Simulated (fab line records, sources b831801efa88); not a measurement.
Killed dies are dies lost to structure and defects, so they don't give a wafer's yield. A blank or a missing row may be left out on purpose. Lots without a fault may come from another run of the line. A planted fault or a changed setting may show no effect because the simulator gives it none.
A struck lot beside a sound one | flow sky130 | 15 steps out of a route of 708
Sound: wafers L186.1, L186.4, L186.5. Struck: wafer L199.5. (L199.4, L199.6 of the same lot were not struck and are left out.) The cause comes at the end.
At each step with rows: each side's tool, then ch and its chambers, then its first start. Under that, the readings that differ: sound wafers | struck wafers | difference of the means | sigmas: that difference in standard deviations of wafers without a fault.
alike: readings whose means differ by less than 2 such deviations, and words and numbers that are the same on both sides. not compared: withheld readings, readings that some wafer has no value for, bounds like >300 that may hide the same value, and numbers for which the record gives no deviation and whose values overlap.
The two part at a step that has a row with sigmas, a row that says differs or no value, or rows on one side only. Numbers that don't overlap but have no deviation are shown without sigmas and don't part them. A reading that every wafer of one side lacks parts them only if that side has two wafers or more.

SKY_VIA4_OVL_MEAS_11:
  sound on overlay-02, day 42 16:56; struck on overlay-01, day 46 07:04
  alike: VIA4_OVL
SKY_VIA4_ETCH_12: etches SiO2 in C4F8/O2/Ar, stops on TiN, target depth 580 nm.
  sound on rie_diel-04 ch 0,2,3, day 42 16:59; struck on rie_diel-01 ch 1, day 46 07:05
  alike: oes_product_au
SKY_VIA4_STRIP_13: strips in O2/N2.
  sound on plasma_asher-01 ch 0, day 42 17:03; struck on plasma_asher-01 ch 1, day 46 07:11
  reading                      | sound             | struck | difference | sigmas
  strip_time_to_endpoint_s (s) | 12.79 12.79 12.77 | 12.85  | +0.07      | +2
  alike: drypump_motor_current_A, oes_product_au
  not compared: rf_hours_counter_h
then, 3 steps without rows for these wafers: SKY_VIA4_STRIP_14 (strips in post etch residue remover, time 1200 s); SKY_VIA4_CLEAN_15 (cleans in IPA, time 180 s); SKY_VIA4_CLEAN_16 (cleans in O3/DIW).
SKY_VIA4_SPUTTER_17: material TiN, target thk 20 nm, time 80 s.
  sound on pvd_sputter-02, day 42 17:38; struck on pvd_sputter-04, day 46 07:45
  reading                | sound                | struck | difference | sigmas
  cathode_dc_power_W (W) | 3999.5 4001.5 4001.1 | 3999.2 | -1.5       | -2
  alike: throttle_valve_pct
then, 1 step without rows for these wafers: SKY_VIA4_CVD_18 (deposits W, target thk 505 nm, time 152.14 s).
SKY_VIA4_RS_MEAS_19: measures by four-point-probe.
  sound on film_metro-01, day 42 17:52; struck on film_metro-03, day 46 08:01
  alike: VIA4_W_RS
SKY_VIA4_THK_MEAS_20: measures by xrf.
  sound on film_metro-01, day 42 17:59; struck on film_metro-03, day 46 08:07
  alike: VIA4_W_THK
SKY_VIA4_CMP_21: polishes, stops on SiO2, t overpolish 25 s, target thk 0 nm.
  sound on cmp-01 ch 0,1,2, day 42 18:05; struck on cmp-02 ch 2, day 46 09:11
  alike: edge_zone_pressure_frac, motor_current_A, overpolish_run_s, time_to_endpoint_s
then, 1 step without rows for these wafers: SKY_METAL5_SPUTTER_00 (material Ti, target thk 15 nm, time 10 s).
SKY_METAL5_SPUTTER_01: material TiN, target thk 20 nm, time 16.7 s.
  sound on pvd_sputter-01, day 42 18:22; struck on pvd_sputter-01, day 46 09:30
  reading                                    | sound                | struck | difference | sigmas
  cathode_dc_power_W (W)                     | 6499.0 6501.4 6501.5 | 6670.7 | +170.1     | +99 or more
  model.TiN_of_METAL5_SPUTTER_01.thk_nm (nm) | 20.36 20.35 20.38    | 20.41  | +0.05      |
  alike: throttle_valve_pct
SKY_METAL5_SPUTTER_02: material AlCu, target thk 1150 nm, time 61.2 s.
  sound on pvd_sputter-01, day 42 18:23; struck on pvd_sputter-01, day 46 09:32
  alike: cathode_dc_power_W, throttle_valve_pct
then, 1 step without rows for these wafers: SKY_PAD_OPEN_PROBE_99.

WHERE THEY PART
First at SKY_VIA4_STRIP_13; last, within this record, at SKY_METAL5_SPUTTER_01. Later steps at which nothing parts them and some readings are alike: SKY_METAL5_SPUTTER_02.

WHY: what the simulator had put in
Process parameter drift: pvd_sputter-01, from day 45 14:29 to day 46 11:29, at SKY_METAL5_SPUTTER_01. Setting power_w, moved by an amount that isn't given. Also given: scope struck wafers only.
